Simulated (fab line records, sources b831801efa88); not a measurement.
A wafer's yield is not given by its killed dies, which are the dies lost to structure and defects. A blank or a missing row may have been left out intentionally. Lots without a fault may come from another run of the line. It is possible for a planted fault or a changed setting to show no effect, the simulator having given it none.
Shared-tool check / flow gf180mcu / Sample size 7 lots and 21 wafers

== WHY IT WAS OPENED ==
At GF_MVSD_TW_MEAS_11 the reading MVSD_TW is flagged on 2 of 7 lots. No-fault wafers: 1582, standard deviation 13.
Rule: a lot is flagged when every wafer of it that has a number lies more than 4 standard deviations from that mean, or none has a number. As for the other lots, they are considered sound.

lot=L618; measured=day 4 13:53; on=filmMetro-04; MVSD_TW, wafer by wafer=1566 1569 1567; flag=
lot=L619; measured=day 4 16:53; on=filmMetro-04; MVSD_TW, wafer by wafer=1563 1566 1556; flag=
lot=L620; measured=day 4 22:27; on=filmMetro-01; MVSD_TW, wafer by wafer=1589 1593 1598; flag=
lot=L621; measured=day 5 06:49; on=filmMetro-01; MVSD_TW, wafer by wafer=1594 1590 1585; flag=
lot=L622; measured=day 5 12:32; on=filmMetro-03; MVSD_TW, wafer by wafer=1575 1580 1576; flag=
lot=L631; measured=day 7 20:32; on=filmMetro-03; MVSD_TW, wafer by wafer=1700 1701 1698; flag=FLAGGED
lot=L632; measured=day 7 23:07; on=filmMetro-04; MVSD_TW, wafer by wafer=1675 1661 1671; flag=FLAGGED
On average the flagged lots' numbers are 1684, which is +102 against the usual, or +8 standard deviations.

== WHICH TOOL RAN EACH LOT ==
The record keeps 1 process step preceding the reading, out of 602 steps on the route. Each cell gives the tool, then ch followed by the chambers the sampled wafers passed through, then the start.
lot=L618; flag=; GF_MVSD_IMPLANT_09=implanter-02 ch 0, day 4 13:38
lot=L619; flag=; GF_MVSD_IMPLANT_09=implanter-04 ch 0, day 4 16:38
lot=L620; flag=; GF_MVSD_IMPLANT_09=implanter-02 ch 0, day 4 22:13
lot=L621; flag=; GF_MVSD_IMPLANT_09=implanter-03 ch 0, day 5 06:34
lot=L622; flag=; GF_MVSD_IMPLANT_09=implanter-03 ch 0, day 5 12:17
lot=L631; flag=FLAGGED; GF_MVSD_IMPLANT_09=implanter-02 ch 0, day 7 20:17
lot=L632; flag=FLAGGED; GF_MVSD_IMPLANT_09=implanter-02 ch 0, day 7 22:52
What the steps here do:
- GF_MVSD_IMPLANT_09
- GF_MVSD_TW_MEAS_11

== FLAGGED OVER TOTAL, TOOL BY TOOL (the gauges that took the reading come last) ==
step=GF_MVSD_IMPLANT_09; tool=implanter-02; lots run=4; flagged=2; share of the flagged lots=all; sound lots run after its first flagged lot=0
step=GF_MVSD_IMPLANT_09; tool=implanter-03; lots run=2; flagged=0; share of the flagged lots=none; sound lots run after its first flagged lot=-
step=GF_MVSD_IMPLANT_09; tool=implanter-04; lots run=1; flagged=0; share of the flagged lots=none; sound lots run after its first flagged lot=-
step=GF_MVSD_TW_MEAS_11; tool=filmMetro-01; lots run=2; flagged=0; share of the flagged lots=none; sound lots run after its first flagged lot=-
step=GF_MVSD_TW_MEAS_11; tool=filmMetro-03; lots run=2; flagged=1; share of the flagged lots=some; sound lots run after its first flagged lot=0
step=GF_MVSD_TW_MEAS_11; tool=filmMetro-04; lots run=3; flagged=1; share of the flagged lots=some; sound lots run after its first flagged lot=0

== WHAT IS ALLOWED BY THE TABLE ==
Rows of the table that ran each flagged lot: 1, that is implanter-02 at GF_MVSD_IMPLANT_09.
- implanter-02 at GF_MVSD_IMPLANT_09 ran 4 lots, 2 of them flagged. A fault beginning between L620 (day 4 22:13), its last sound lot, and L631 (day 7 20:17), its first flagged one, fits the data.
What remains is a single tool, implanter-02 at GF_MVSD_IMPLANT_09.

== WHAT THE SIMULATOR PUT IN ==
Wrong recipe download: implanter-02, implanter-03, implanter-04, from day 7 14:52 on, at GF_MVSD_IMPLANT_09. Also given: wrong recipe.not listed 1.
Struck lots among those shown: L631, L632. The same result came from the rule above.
